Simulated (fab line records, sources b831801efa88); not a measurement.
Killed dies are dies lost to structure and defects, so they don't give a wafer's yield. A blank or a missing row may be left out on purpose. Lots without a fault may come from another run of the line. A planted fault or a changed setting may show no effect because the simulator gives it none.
Split-lot experiment | flow sky130 | 5 lots, 23 wafers read, on a route of 708 steps

THE SPLIT
At SKY_FIELD_ISO_OXIDATION_22 (stabilise 600 s, purge 300 s, target thk 10 nm), the setting ox_time_s was moved away from the recipe's 623 s on 10 of the 23 wafers read, by -12.0% to -11.9%. The other wafers ran this setting at the recipe's value.

The file shows no step between the split and the reading.

THE READING
FIELD_ISO_OXIDATION_01_THK, in nm, at SKY_FIELD_ISO_THK_MEAS_23. Fault-free wafers of this fab line usually give 10.00 nm, standard deviation 0.18 nm.

wafer  | tool, chamber at the split | ox_time_s as run, s | against the recipe | FIELD_ISO_OXIDATION_01_THK, nm | against lot-mates on the recipe
L074.1 | furnace-02, 0              | 623                 | recipe             | 10.05                          | -
L074.4 | furnace-02, 0              | 623                 | recipe             | 10.18                          | -
L074.5 | furnace-02, 0              | 623                 | recipe             | 9.93                           | -
L075.1 | -, -                       | 548                 | -12.0%             | 9.18                           | no lot-mate on the recipe
L075.2 | -, -                       | 548                 | -12.0%             | 9.36                           | no lot-mate on the recipe
L075.3 | -, -                       | 548                 | -12.0%             | 9.24                           | no lot-mate on the recipe
L075.4 | -, -                       | 548                 | -12.0%             | 9.50                           | no lot-mate on the recipe
L075.5 | -, -                       | 548                 | -12.0%             | 9.36                           | no lot-mate on the recipe
L078.1 | -, -                       | 623                 | recipe             | 9.96                           | -
L078.2 | -, -                       | 623                 | recipe             | 9.89                           | -
L078.3 | -, -                       | 623                 | recipe             | 9.95                           | -
L078.4 | -, -                       | 623                 | recipe             | 9.79                           | -
L078.5 | -, -                       | 623                 | recipe             | 10.01                          | -
L080.1 | -, -                       | 623                 | recipe             | 10.01                          | -
L080.2 | -, -                       | 623                 | recipe             | 10.03                          | -
L080.3 | -, -                       | 623                 | recipe             | 10.24                          | -
L080.5 | -, -                       | 623                 | recipe             | 10.07                          | -
L080.6 | -, -                       | 623                 | recipe             | 10.10                          | -
L084.1 | -, -                       | 548.8               | -11.9%             | 9.29                           | no lot-mate on the recipe
L084.3 | -, -                       | 548.8               | -11.9%             | 9.48                           | no lot-mate on the recipe
L084.4 | -, -                       | 548.8               | -11.9%             | 9.36                           | no lot-mate on the recipe
L084.5 | -, -                       | 548.8               | -11.9%             | 9.38                           | no lot-mate on the recipe
L084.6 | -, -                       | 548.8               | -11.9%             | 9.42                           | no lot-mate on the recipe

THE FIT
A straight line over all 23 wafers: FIELD_ISO_OXIDATION_01_THK changes by +0.0551 nm for each +1% of ox_time_s; r = +0.95; the points scatter about the line by 0.11 nm.
Too few moved wafers have a lot-mate on the recipe to fit a line with each lot's own level taken away.

THE WHOLE CHAIN: every reading that the file lists as answering this split, in the file's order
step                       | what it does                                   | reading                                                                                | change (the file's fit)                | r (the file's)
SKY_FIELD_ISO_OXIDATION_22 | stabilise 600 s, purge 300 s, target thk 10 nm | SiO2_of_FIELD_ISO_OXIDATION_22.thk_nm (the simulator's own value, which no gauge read) | +0.0546 nm for each +1% of the setting | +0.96
SKY_FIELD_ISO_THK_MEAS_23  |                                                | FIELD_ISO_OXIDATION_01_THK                                                             | +0.0551 for each +1% of the setting    | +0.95

THE FILE'S OWN FIT
FIELD_ISO_OXIDATION_01_THK changes by +0.0551 nm for each +1% of ox_time_s, r = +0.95.
